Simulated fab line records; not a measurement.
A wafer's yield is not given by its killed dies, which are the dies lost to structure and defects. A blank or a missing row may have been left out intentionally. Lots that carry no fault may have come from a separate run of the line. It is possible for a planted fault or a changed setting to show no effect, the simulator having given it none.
Problem report, 8D (eight disciplines) form, completed by code ; flow sfqLine ; the parts of the form that need people (team, actions taken, sign-off) are left out

## 1. WHAT IS WRONG
Mean of oesProductAu at SFQ_TRILAYER_L0_BARC_OPEN_METAL_ETCH_010: 0.713 a.u. across 3 wafers in 2 lots; on wafers with no fault it is 0.685 a.u. (standard deviation 0.0049). That is +5.8 standard deviations from the usual mean.
The step: etches BARC in O2, target depth 125 nm, time 41.7 s.
Earliest sighting: wafer L792.6 on rieMetal-02 at day 5 22:08. The record has a number at this step for 40 wafers belonging to 14 lots. By rule, "out" or "out of limits" means more than 4 standard deviations away from the usual mean. The rest of the wafers with a number are treated as sound.

## 2. WHAT IT IS, AND WHAT IT ISN'T
question;is;is not
which readings at this step;oesProductAu;drypumpMotorCurrentA
which lots;L792, L794;L778, L779, L780, L781, L782, L783, L784, L785, L786, L797, L799, L800
which wafers of those lots;L792.6, L794.2, L794.6;L792.3
read on which tools;rieMetal-01, rieMetal-02;rieMetal-04
when;from day 5 22:08;"up to then (28 sound wafers); but 9 sound wafers of L797, L799, L800 came after"

## 3. SUSPECTS, AND WHAT RULES EACH OUT
Counting: a tool at a process step up to the reading stays a suspect if it ran every lot that is out. Sound lots after the first of them don't rule it out here, since some wafers of a struck lot are sound.
- lithoTrack-04 at SFQ_TRILAYER_L0_LITHO_COAT_010 (resist thk 62 nm): kept. Every lot that is out went through it, the first being L792 (day 4 10:50); the last sound lot it ran before that was L786 (day 3 04:47).
After counting, what remains is lithoTrack-04 at SFQ_TRILAYER_L0_LITHO_COAT_010.

## 4. THE CAUSE (what the simulator had put in)
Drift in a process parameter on lithoTrack-04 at SFQ_TRILAYER_L0_LITHO_COAT_010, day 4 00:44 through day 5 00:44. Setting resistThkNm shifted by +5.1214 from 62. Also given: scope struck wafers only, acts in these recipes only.
This tool alone remained once counting was done.

## 5. THE CHAIN OF EFFECTS, in route order
Each row: a reading whose mean over the struck wafers that have a number lies more than 3 standard deviations from the usual. Only readings for which the record gives a usual standard deviation are gone through. hours: the time from each lot's start at the first step in this table that gives one to its start at this step, as a median over the lots. sigmas: the change in usual standard deviations.
hours;step;reading;usual;on struck wafers;change;sigmas
0;SFQ_TRILAYER_L0_BARC_OPEN_METAL_ETCH_010;oesProductAu;0.685 a.u.;0.713;+0.028;+5.8
Its process steps:
- SFQ_TRILAYER_L0_BARC_OPEN_METAL_ETCH_010: etches BARC in O2, target depth 125 nm, time 41.7 s.

## 6. HOW IT WOULD HAVE BEEN CAUGHT EARLIER
In this record no reading fell out of limits until day 5 22:08, 45 hours after the fault had begun at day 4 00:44.
Of the tool readings at SFQ_TRILAYER_L0_LITHO_COAT_010 for which the record gives a usual standard deviation, none was out on any struck wafer, so an alarm limit of 4 standard deviations on them would not have fired.
By day 5 22:08 the whole set of lots that are out, 2 in number, had already begun SFQ_TRILAYER_L0_LITHO_COAT_010 on lithoTrack-04. Had the tool been put on hold then, not one of them would have been saved.
